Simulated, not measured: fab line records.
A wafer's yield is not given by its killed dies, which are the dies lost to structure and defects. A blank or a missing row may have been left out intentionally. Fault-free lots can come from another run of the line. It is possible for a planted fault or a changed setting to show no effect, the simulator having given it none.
Struck lot and sound lot, side by side / flow sfq line / 14 steps out of a route of 325
Sound: the wafers L581.2, L581.4, L581.5. Wafers L582.1, L582.3, L582.5 were the ones struck. The cause is named last.
Per side, at each step with rows, come the tool, then ch with its chambers, and then its first start. Under that, the readings that differ: sound wafers / struck wafers / difference of the means / sigmas: that difference in standard deviations of wafers without a fault.
alike: same words and numbers on both sides, and readings whose means sit less than 2 such deviations apart. not compared: any withheld reading, any reading some wafer has no value for, any bound like >300 that may hide the same value, and any number with overlapping values for which the record gives no deviation.
A row with sigmas, a row that says differs or no value, or rows on one side alone: a step with any of these is where the two part. When numbers do not overlap yet have no deviation, they are printed without sigmas and do not part them. Lack of a reading on every wafer of one side parts them only where that side has two or more wafers.

first, 6 steps without rows for these wafers: SFQ_TRILAYER_M1_LITHO_COAT_044 (resist thk 62 nm); SFQ_TRILAYER_M1_LITHO_COAT_039 (resist thk 600 nm); SFQ_TRILAYER_M1_LITHO_SOFTBAKE_043; SFQ_TRILAYER_M1_LITHO_EXPOSE_040 (exposes mask M1, target cd 500 nm); SFQ_TRILAYER_M1_LITHO_PEB_042 (peb time 60 s); SFQ_TRILAYER_M1_LITHO_DEVELOP_041 (time 60 s).
SFQ_M1_OVL_MEAS_911:
  sound on overlay-01 at day 17 06:02; struck on overlay-01 at day 17 07:14
  alike: M1_OVL
SFQ_TRILAYER_M1_BARC_OPEN_METAL_ETCH_054: etches BARC in O2, target depth 125 nm, time 41.7 s.
  sound on rie metal-04 ch 0,1, day 17 06:04; struck on rie metal-03 ch 0,1, day 17 07:16
reading=drypump motor current A (A); sound=5.05 4.84 4.85; struck=5.29 5.30 5.38; difference=+0.41; sigmas=+2
  alike: oes product au
  not compared: rf hours counter h
SFQ_TRILAYER_M1_ETCH_METAL_ETCH_042: etches Nb in Cl2/Ar, stops on SiO2, target depth 240 nm, time 120 s.
  sound on rie metal-04 ch 0,1, day 17 06:08; struck on rie metal-03 ch 0,1, day 17 07:20
reading=drypump motor current A (A); sound=5.06 4.84 4.83; struck=5.31 5.31 5.44; difference=+0.44; sigmas=+2
  alike: oes product au
  not compared: rf hours counter h
SFQ_TRILAYER_M1_STRIP_STRIP_043: strips in O2.
  sound on rie metal-04 ch 0,1, day 17 06:16; struck on rie metal-03 ch 0,1, day 17 07:28
reading=drypump motor current A (A); sound=5.06 4.83 4.85; struck=5.31 5.29 5.41; difference=+0.42; sigmas=+2
  alike: oes product au, platen temp c
  not compared: rf hours counter h
then, 1 step without rows for these wafers: SFQ_TRILAYER_M1_STRIP_SOLV_CLEAN_044 (cleans in NMP, time 600 s).
SFQ_TRILAYER_I1_DEP_PECVD_045: deposits SiO2 from SiH4/N2O, time 111.11 s, target thk 500 nm.
  sound on pecvd-02 ch 0,1,2, day 17 07:02; struck on pecvd-01 ch 0,1,2, day 17 08:14
reading=run length s (s); sound=139.3 139.5 138.8; struck=120.8 120.7 121.1; difference=-18.3; sigmas=-43
reading=model.SiO2_of_TRILAYER_I1_DEP_PECVD_045.thk nm (nm); sound=506.5 506.4 507.7; struck=428 419.4 422.7; difference=-84; sigmas=
  alike: heater power w, throttle valve pct
SFQ_TRILAYER_I1_CMP_CMP_046: polishes SiO2.
  sound on cmp-01 ch 1,3, day 17 08:02; struck on cmp-02 ch 1,2,3, day 17 11:26
reading=motor current A (A); sound=10.9 11.4 10.6; struck=9.8 9.5 10.1; difference=-1.2; sigmas=-2
reading=time to endpoint s (s); sound=215 217 221; struck=173 156 157; difference=-56; sigmas=-7
SFQ_I1_BOW_MEAS_912:
  sound on film metro-03 at day 17 11:03; struck on film metro-04 at day 17 13:26
  alike: I1_BOW

WHERE THEY PART
Earliest at SFQ_TRILAYER_M1_BARC_OPEN_METAL_ETCH_054; latest, in this record, at SFQ_TRILAYER_I1_CMP_CMP_046. Later steps at which nothing parts them and some readings are alike: SFQ_I1_BOW_MEAS_912.

WHY: what had been put in by the simulator
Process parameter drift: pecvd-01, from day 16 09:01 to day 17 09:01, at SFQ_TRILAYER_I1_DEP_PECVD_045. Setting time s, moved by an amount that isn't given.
